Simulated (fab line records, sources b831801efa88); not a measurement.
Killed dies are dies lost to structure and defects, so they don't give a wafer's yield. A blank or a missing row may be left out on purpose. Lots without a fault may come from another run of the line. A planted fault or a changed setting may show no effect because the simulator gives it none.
Which tool did it? | flow sky130 | 14 lots, 42 wafers sampled, at 3 steps of a route of 708

WHAT THE GAUGES READ, wafer by wafer
SKY_VT_ADJUST_NCORE_CD_MEAS_07: target cd 380 nm. Usual: cd_nm 379.4 nm, standard deviation 2.6.
lot  | measured     | on        | cd_nm (nm)        | flag
L682 | day 8 21:07  | cd_sem-02 | 379.7 382.2 381.0 |
L683 | day 9 11:18  | cd_sem-02 | 377.3 377.7 378.0 |
L685 | day 9 18:58  | cd_sem-01 | 373.8 373.1 374.1 |
L691 | day 11 13:58 | cd_sem-01 | 376.7 377.9 379.1 |
L692 | day 11 17:49 | cd_sem-01 | 377.4 376.4 379.1 |
L694 | day 12 11:02 | cd_sem-01 | 383.4 382.5 382.0 |
L695 | day 12 21:30 | cd_sem-01 | 378.5 378.2 379.7 |
L696 | day 13 14:02 | cd_sem-01 | 382.3 379.0 378.6 |
L697 | day 13 18:29 | cd_sem-01 | 378.9 379.2 381.6 |
L698 | day 13 17:37 | cd_sem-01 | 378.8 377.3 376.6 |
L700 | day 14 06:08 | cd_sem-01 | 377.9 381.0 380.1 |
L702 | day 14 13:03 | cd_sem-01 | 380.1 382.4 382.6 |
L701 | day 14 15:35 | cd_sem-01 | 381.4 382.6 379.8 |
L703 | day 14 21:55 | cd_sem-01 | 382.6 380.0 380.8 |

WHICH TOOL RAN EACH LOT (tool, then ch and the chambers of the sampled wafers, then the start)
lot  | SKY_FIELD_ISO_STRIP_16              | SKY_DNWELL_STRIP_08
L682 | plasma_asher-03 ch 0,1, day 2 11:15 | plasma_asher-01 ch 0,1, day 3 11:28
L683 | plasma_asher-04 ch 0,1, day 2 17:12 | plasma_asher-01 ch 0,1, day 3 22:41
L685 | plasma_asher-03 ch 0,1, day 3 02:47 | plasma_asher-01 ch 0,1, day 4 04:16
L691 | plasma_asher-03 ch 0,1, day 4 09:44 | plasma_asher-03 ch 0,1, day 5 10:51
L692 | plasma_asher-03 ch 0,1, day 4 14:55 | plasma_asher-03 ch 0,1, day 5 14:33
L694 | plasma_asher-03 ch 0,1, day 5 02:17 | plasma_asher-01 ch 0,1, day 6 03:37
L695 | plasma_asher-02 ch 0,1, day 5 04:51 | plasma_asher-04 ch 0, day 6 12:07
L696 | plasma_asher-03 ch 0,1, day 5 11:34 | plasma_asher-04 ch 0,1, day 6 23:43
L697 | plasma_asher-02 ch 0,1, day 5 16:56 | plasma_asher-01 ch 0,1, day 7 03:31
L698 | plasma_asher-03 ch 0,1, day 5 22:37 | plasma_asher-01 ch 0,1, day 7 02:51
L700 | plasma_asher-04 ch 0,1, day 6 08:26 | plasma_asher-04 ch 0,1, day 7 12:52
L702 | plasma_asher-02 ch 0, day 6 16:53   | plasma_asher-04 ch 0, day 7 18:58
L701 | plasma_asher-02 ch 0,1, day 6 18:09 | plasma_asher-03 ch 0,1, day 7 19:20
L703 | plasma_asher-02 ch 0,1, day 7 00:32 | plasma_asher-04 ch 0,1, day 8 02:40
- SKY_FIELD_ISO_STRIP_16: strips in O2/N2.
- SKY_DNWELL_STRIP_08: strips in O2/N2.

WHAT THE TOOLS THEMSELVES READ (means of the sampled wafers that have a number; where no wafer has one, the mark that the record gives instead)
SKY_FIELD_ISO_STRIP_16. Usual: drypump_motor_current_A 5.57 A, standard deviation 0.27; oes_product_au 0.378 a.u., standard deviation 0.0047; strip_time_to_endpoint_s 3.57 s, standard deviation 0.047.
lot  | tool            | drypump_motor_current_A (A) | oes_product_au (a.u.) | strip_time_to_endpoint_s (s) | flag
L682 | plasma_asher-03 | 5.43                        | 0.380                 | 3.56                         |
L683 | plasma_asher-04 | 5.85                        | 0.377                 | 3.58                         |
L685 | plasma_asher-03 | 5.58                        | 0.377                 | 3.53                         |
L691 | plasma_asher-03 | 5.57                        | 0.382                 | 3.61                         |
L692 | plasma_asher-03 | 5.58                        | 0.379                 | 3.59                         |
L694 | plasma_asher-03 | 5.45                        | 0.385                 | 3.61                         |
L695 | plasma_asher-02 | 5.59                        | 0.375                 | 3.53                         |
L696 | plasma_asher-03 | 5.44                        | 0.378                 | 3.62                         |
L697 | plasma_asher-02 | 5.57                        | 0.380                 | 3.56                         |
L698 | plasma_asher-03 | 5.57                        | 0.378                 | 3.59                         |
L700 | plasma_asher-04 | 5.86                        | 0.384                 | 3.58                         |
L702 | plasma_asher-02 | 5.76                        | 0.379                 | 3.57                         |
L701 | plasma_asher-02 | 5.44                        | 0.377                 | 3.58                         |
L703 | plasma_asher-02 | 5.60                        | 0.377                 | 3.50                         |

SKY_DNWELL_STRIP_08. Usual: drypump_motor_current_A 5.62 A, standard deviation 0.2; oes_product_au 0.722 a.u., standard deviation 0.0044; strip_time_to_endpoint_s 36.97 s, standard deviation 0.12.
lot  | tool            | drypump_motor_current_A (A) | oes_product_au (a.u.) | strip_time_to_endpoint_s (s) | flag
L682 | plasma_asher-01 | 5.50                        | 0.722                 | 36.97                        |
L683 | plasma_asher-01 | 5.54                        | 0.724                 | 37.22                        |
L685 | plasma_asher-01 | 5.49                        | 0.722                 | 36.95                        |
L691 | plasma_asher-03 | 5.60                        | 0.721                 | 37.00                        |
L692 | plasma_asher-03 | 5.60                        | 0.723                 | 36.82                        |
L694 | plasma_asher-01 | 5.49                        | 0.723                 | 36.87                        |
L695 | plasma_asher-04 | 5.66                        | 0.722                 | 37.01                        |
L696 | plasma_asher-04 | 5.75                        | 0.723                 | 37.14                        |
L697 | plasma_asher-01 | 5.48                        | 0.727                 | 36.94                        |
L698 | plasma_asher-01 | 5.50                        | 0.718                 | 36.95                        |
L700 | plasma_asher-04 | 5.84                        | 0.719                 | 36.97                        |
L702 | plasma_asher-04 | 5.67                        | 0.722                 | 37.11                        |
L701 | plasma_asher-03 | 5.43                        | 0.721                 | 36.84                        |
L703 | plasma_asher-04 | 5.75                        | 0.724                 | 36.87                        |

THE ANSWER, worked out from the rows above alone
Rule: a lot is off if the mean of its wafers that have a number lies more than 3 standard deviations from the usual mean. A lot without any number at a reading at which 4 lots or more have one is off too. The other lots that the step has rows for count as sound. The gauges are gone through in route order, then the tools' own readings, and for those a lot's mean is taken as printed above. The first step at which some lot is off is used, and at that step the reading that is off furthest; a lot without a number counts as furthest.
No lot is off at any reading shown: from this, nothing can be told.

WHAT THE SIMULATOR HAD PUT IN
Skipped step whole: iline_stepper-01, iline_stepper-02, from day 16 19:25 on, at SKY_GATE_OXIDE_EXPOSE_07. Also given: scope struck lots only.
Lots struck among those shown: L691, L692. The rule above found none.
